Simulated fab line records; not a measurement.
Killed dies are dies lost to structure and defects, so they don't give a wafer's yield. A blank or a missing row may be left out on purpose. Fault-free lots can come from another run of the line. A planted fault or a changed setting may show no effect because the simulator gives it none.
Which tool was responsible? || flow sky130 || 13 lots, 39 wafers sampled, at 4 steps of a route of 708

## WHAT THE GAUGES READ, wafer by wafer
SKY_CONTACT_CD_MEAS_14 targets a cd of 170 nm.
{"lot": "L370", "measured": "day 31 23:55", "on": "cd-sem-01", "cd-nm (nm)": "171.0 171.2 169.0"}
{"lot": "L373", "measured": "day 32 10:35", "on": "cd-sem-01", "cd-nm (nm)": "169.2 167.2 170.1"}
{"lot": "L375", "measured": "day 33 08:40", "on": "cd-sem-01", "cd-nm (nm)": "169.8 168.3 169.5"}
{"lot": "L376", "measured": "day 33 13:03", "on": "cd-sem-02", "cd-nm (nm)": "174.1 173.2 173.9"}
{"lot": "L377", "measured": "day 34 00:41", "on": "cd-sem-02", "cd-nm (nm)": "171.3 170.2 170.1"}
{"lot": "L378", "measured": "day 34 01:33", "on": "cd-sem-02", "cd-nm (nm)": "171.4 171.3 172.4"}
{"lot": "L380", "measured": "day 35 05:30", "on": "cd-sem-01", "cd-nm (nm)": "169.7 170.0 171.1"}
{"lot": "L383", "measured": "day 36 01:41", "on": "cd-sem-01", "cd-nm (nm)": "169.0 170.2 168.8"}
{"lot": "L384", "measured": "day 36 11:49", "on": "cd-sem-01", "cd-nm (nm)": "170.0 169.6 168.9"}
{"lot": "L386", "measured": "day 36 22:27", "on": "cd-sem-01", "cd-nm (nm)": "173.4 173.1 175.9"}
{"lot": "L387", "measured": "day 37 02:35", "on": "cd-sem-01", "cd-nm (nm)": "172.0 171.5 172.4"}
{"lot": "L392", "measured": "day 38 10:24", "on": "cd-sem-01", "cd-nm (nm)": "170.8 169.1 168.8"}
{"lot": "L393", "measured": "day 38 16:58", "on": "cd-sem-01", "cd-nm (nm)": "166.8 168.3 166.3"}

## TOOL THAT RAN EACH LOT (tool first, then ch and the chambers of the sampled wafers, then the start)
{"lot": "L370", "SKY_LDD_HVP_STRIP_09": "plasma-asher-03 ch 0,1, day 22 01:29", "SKY_LI_CONTACT_PRE_CLEAN_18": "pvd-sputter-04, day 29 14:09", "SKY_LI_CONTACT_SPUTTER_20": "pvd-sputter-04, day 29 14:14"}
{"lot": "L373", "SKY_LDD_HVP_STRIP_09": "plasma-asher-04 ch 0,1, day 22 15:50", "SKY_LI_CONTACT_PRE_CLEAN_18": "pvd-sputter-01, day 30 02:27", "SKY_LI_CONTACT_SPUTTER_20": "pvd-sputter-01, day 30 02:32"}
{"lot": "L375", "SKY_LDD_HVP_STRIP_09": "plasma-asher-03 ch 0,1, day 23 14:35", "SKY_LI_CONTACT_PRE_CLEAN_18": "pvd-sputter-01, day 31 00:36", "SKY_LI_CONTACT_SPUTTER_20": "pvd-sputter-01, day 31 00:41"}
{"lot": "L376", "SKY_LDD_HVP_STRIP_09": "plasma-asher-03 ch 0, day 23 20:34", "SKY_LI_CONTACT_PRE_CLEAN_18": "pvd-sputter-02, day 31 04:43", "SKY_LI_CONTACT_SPUTTER_20": "pvd-sputter-02, day 31 04:49"}
{"lot": "L377", "SKY_LDD_HVP_STRIP_09": "plasma-asher-03 ch 0,1, day 24 07:43", "SKY_LI_CONTACT_PRE_CLEAN_18": "pvd-sputter-02, day 31 16:50", "SKY_LI_CONTACT_SPUTTER_20": "pvd-sputter-02, day 31 16:55"}
{"lot": "L378", "SKY_LDD_HVP_STRIP_09": "plasma-asher-01 ch 0,1, day 24 08:42", "SKY_LI_CONTACT_PRE_CLEAN_18": "pvd-sputter-04, day 31 17:12", "SKY_LI_CONTACT_SPUTTER_20": "pvd-sputter-04, day 31 17:18"}
{"lot": "L380", "SKY_LDD_HVP_STRIP_09": "plasma-asher-01 ch 0,1, day 25 17:51", "SKY_LI_CONTACT_PRE_CLEAN_18": "pvd-sputter-04, day 32 22:28", "SKY_LI_CONTACT_SPUTTER_20": "pvd-sputter-04, day 32 22:34"}
{"lot": "L383", "SKY_LDD_HVP_STRIP_09": "plasma-asher-01 ch 0, day 26 16:19", "SKY_LI_CONTACT_PRE_CLEAN_18": "pvd-sputter-02, day 33 19:05", "SKY_LI_CONTACT_SPUTTER_20": "pvd-sputter-02, day 33 19:10"}
{"lot": "L384", "SKY_LDD_HVP_STRIP_09": "plasma-asher-04 ch 1, day 27 04:35", "SKY_LI_CONTACT_PRE_CLEAN_18": "pvd-sputter-02, day 34 05:46", "SKY_LI_CONTACT_SPUTTER_20": "pvd-sputter-02, day 34 05:52"}
{"lot": "L386", "SKY_LDD_HVP_STRIP_09": "plasma-asher-01 ch 0,1, day 27 15:25", "SKY_LI_CONTACT_PRE_CLEAN_18": "pvd-sputter-01, day 34 15:41", "SKY_LI_CONTACT_SPUTTER_20": "pvd-sputter-01, day 34 15:47"}
{"lot": "L387", "SKY_LDD_HVP_STRIP_09": "plasma-asher-01 ch 0,1, day 27 16:37", "SKY_LI_CONTACT_PRE_CLEAN_18": "pvd-sputter-01, day 34 19:34", "SKY_LI_CONTACT_SPUTTER_20": "pvd-sputter-01, day 34 19:40"}
{"lot": "L392", "SKY_LDD_HVP_STRIP_09": "plasma-asher-03 ch 0,1, day 29 04:12", "SKY_LI_CONTACT_PRE_CLEAN_18": "pvd-sputter-02, day 36 03:13", "SKY_LI_CONTACT_SPUTTER_20": "pvd-sputter-02, day 36 03:19"}
{"lot": "L393", "SKY_LDD_HVP_STRIP_09": "plasma-asher-01 ch 0,1, day 29 12:31", "SKY_LI_CONTACT_PRE_CLEAN_18": "pvd-sputter-02, day 36 10:25", "SKY_LI_CONTACT_SPUTTER_20": "pvd-sputter-02, day 36 10:31"}
- SKY_LDD_HVP_STRIP_09: strips in O2/N2.
- SKY_LI_CONTACT_PRE_CLEAN_18: time 5.6 s.
- SKY_LI_CONTACT_SPUTTER_20: material TiN, target thk 20 nm, time 80 s.

## AS READ BY THE TOOLS THEMSELVES (means over the sampled wafers that have a number; for cases with no such wafer, the mark the record gives instead)
SKY_LDD_HVP_STRIP_09.
{"lot": "L370", "tool": "plasma-asher-03", "drypump-motor-current-A (A)": 5.28, "oes-product-au (a.u.)": 0.409, "strip-time-to-endpoint-s (s)": 4.151}
{"lot": "L373", "tool": "plasma-asher-04", "drypump-motor-current-A (A)": 5.81, "oes-product-au (a.u.)": 0.406, "strip-time-to-endpoint-s (s)": 4.104}
{"lot": "L375", "tool": "plasma-asher-03", "drypump-motor-current-A (A)": 5.27, "oes-product-au (a.u.)": 0.406, "strip-time-to-endpoint-s (s)": 4.137}
{"lot": "L376", "tool": "plasma-asher-03", "drypump-motor-current-A (A)": 5.38, "oes-product-au (a.u.)": 0.407, "strip-time-to-endpoint-s (s)": 4.138}
{"lot": "L377", "tool": "plasma-asher-03", "drypump-motor-current-A (A)": 5.26, "oes-product-au (a.u.)": 0.408, "strip-time-to-endpoint-s (s)": 4.119}
{"lot": "L378", "tool": "plasma-asher-01", "drypump-motor-current-A (A)": 5.52, "oes-product-au (a.u.)": 0.403, "strip-time-to-endpoint-s (s)": 4.125}
{"lot": "L380", "tool": "plasma-asher-01", "drypump-motor-current-A (A)": 5.50, "oes-product-au (a.u.)": 0.406, "strip-time-to-endpoint-s (s)": 4.123}
{"lot": "L383", "tool": "plasma-asher-01", "drypump-motor-current-A (A)": 5.33, "oes-product-au (a.u.)": 0.407, "strip-time-to-endpoint-s (s)": 4.133}
{"lot": "L384", "tool": "plasma-asher-04", "drypump-motor-current-A (A)": 5.85, "oes-product-au (a.u.)": 0.410, "strip-time-to-endpoint-s (s)": 4.134}
{"lot": "L386", "tool": "plasma-asher-01", "drypump-motor-current-A (A)": 5.49, "oes-product-au (a.u.)": 0.406, "strip-time-to-endpoint-s (s)": 4.134}
{"lot": "L387", "tool": "plasma-asher-01", "drypump-motor-current-A (A)": 5.49, "oes-product-au (a.u.)": 0.408, "strip-time-to-endpoint-s (s)": 4.150}
{"lot": "L392", "tool": "plasma-asher-03", "drypump-motor-current-A (A)": 5.29, "oes-product-au (a.u.)": 0.410, "strip-time-to-endpoint-s (s)": 4.134}
{"lot": "L393", "tool": "plasma-asher-01", "drypump-motor-current-A (A)": 5.67, "oes-product-au (a.u.)": 0.407, "strip-time-to-endpoint-s (s)": 4.144}

SKY_LI_CONTACT_PRE_CLEAN_18.
{"lot": "L370", "tool": "pvd-sputter-04", "bias-v (V)": 359}
{"lot": "L373", "tool": "pvd-sputter-01", "bias-v (V)": 362}
{"lot": "L375", "tool": "pvd-sputter-01", "bias-v (V)": 361}
{"lot": "L376", "tool": "pvd-sputter-02", "bias-v (V)": 360}
{"lot": "L377", "tool": "pvd-sputter-02", "bias-v (V)": 356}
{"lot": "L378", "tool": "pvd-sputter-04", "bias-v (V)": 362}
{"lot": "L380", "tool": "pvd-sputter-04", "bias-v (V)": 360}
{"lot": "L383", "tool": "pvd-sputter-02", "bias-v (V)": "-"}
{"lot": "L384", "tool": "pvd-sputter-02", "bias-v (V)": "-"}
{"lot": "L386", "tool": "pvd-sputter-01", "bias-v (V)": 363}
{"lot": "L387", "tool": "pvd-sputter-01", "bias-v (V)": 355}
{"lot": "L392", "tool": "pvd-sputter-02", "bias-v (V)": 355}
{"lot": "L393", "tool": "pvd-sputter-02", "bias-v (V)": 359}

SKY_LI_CONTACT_SPUTTER_20.
{"lot": "L370", "tool": "pvd-sputter-04", "chamber-pressure-pa (Pa)": 5.011, "throttle-valve-pct (%)": 29.8}
{"lot": "L373", "tool": "pvd-sputter-01", "chamber-pressure-pa (Pa)": 5.002, "throttle-valve-pct (%)": 30.4}
{"lot": "L375", "tool": "pvd-sputter-01", "chamber-pressure-pa (Pa)": 5.001, "throttle-valve-pct (%)": 30.3}
{"lot": "L376", "tool": "pvd-sputter-02", "chamber-pressure-pa (Pa)": 5.000, "throttle-valve-pct (%)": 28.5}
{"lot": "L377", "tool": "pvd-sputter-02", "chamber-pressure-pa (Pa)": 4.995, "throttle-valve-pct (%)": 28.6}
{"lot": "L378", "tool": "pvd-sputter-04", "chamber-pressure-pa (Pa)": 4.998, "throttle-valve-pct (%)": 29.7}
{"lot": "L380", "tool": "pvd-sputter-04", "chamber-pressure-pa (Pa)": 5.002, "throttle-valve-pct (%)": 29.3}
{"lot": "L383", "tool": "pvd-sputter-02", "chamber-pressure-pa (Pa)": 4.991, "throttle-valve-pct (%)": 28.5}
{"lot": "L384", "tool": "pvd-sputter-02", "chamber-pressure-pa (Pa)": 5.002, "throttle-valve-pct (%)": 28.8}
{"lot": "L386", "tool": "pvd-sputter-01", "chamber-pressure-pa (Pa)": 5.009, "throttle-valve-pct (%)": 30.5}
{"lot": "L387", "tool": "pvd-sputter-01", "chamber-pressure-pa (Pa)": 5.002, "throttle-valve-pct (%)": 30.5}
{"lot": "L392", "tool": "pvd-sputter-02", "chamber-pressure-pa (Pa)": 4.998, "throttle-valve-pct (%)": 28.4}
{"lot": "L393", "tool": "pvd-sputter-02", "chamber-pressure-pa (Pa)": 4.997, "throttle-valve-pct (%)": 28.7}

## THE ANSWER, worked out from the rows above alone
Rule: the usual values come from the lots themselves. Put in order of their means at a reading, lots are off if they are a third of the lots or fewer, leave a main group of 4 or more, and stand apart from it by a gap of 3 or more times the standard deviation of the main group's means; of several such gaps the widest counts. The tables above print the reading to a certain number of digits; a main group whose means all agree to those digits is not used. A lot without any number at a reading at which 4 lots or more have one is off too. All remaining lots with rows at the step are treated as sound. First the gauges in route order, then the tools' own readings, where a lot's mean is used as printed above. The first step at which some lot is off is used, and at that step the reading that is off furthest; a lot without a number counts as furthest.
Off at SKY_LI_CONTACT_PRE_CLEAN_18 (bias-v): L383, L384. Without a number there: L383, L384. Mean 359 V and standard deviation 2.7 in the main group.
A tool fits if, at that step or a process step before it, it ran every lot that is off, and no sound lot after the first of them. No candidate that was tried fits.

## WHAT THE SIMULATOR HAD PUT IN
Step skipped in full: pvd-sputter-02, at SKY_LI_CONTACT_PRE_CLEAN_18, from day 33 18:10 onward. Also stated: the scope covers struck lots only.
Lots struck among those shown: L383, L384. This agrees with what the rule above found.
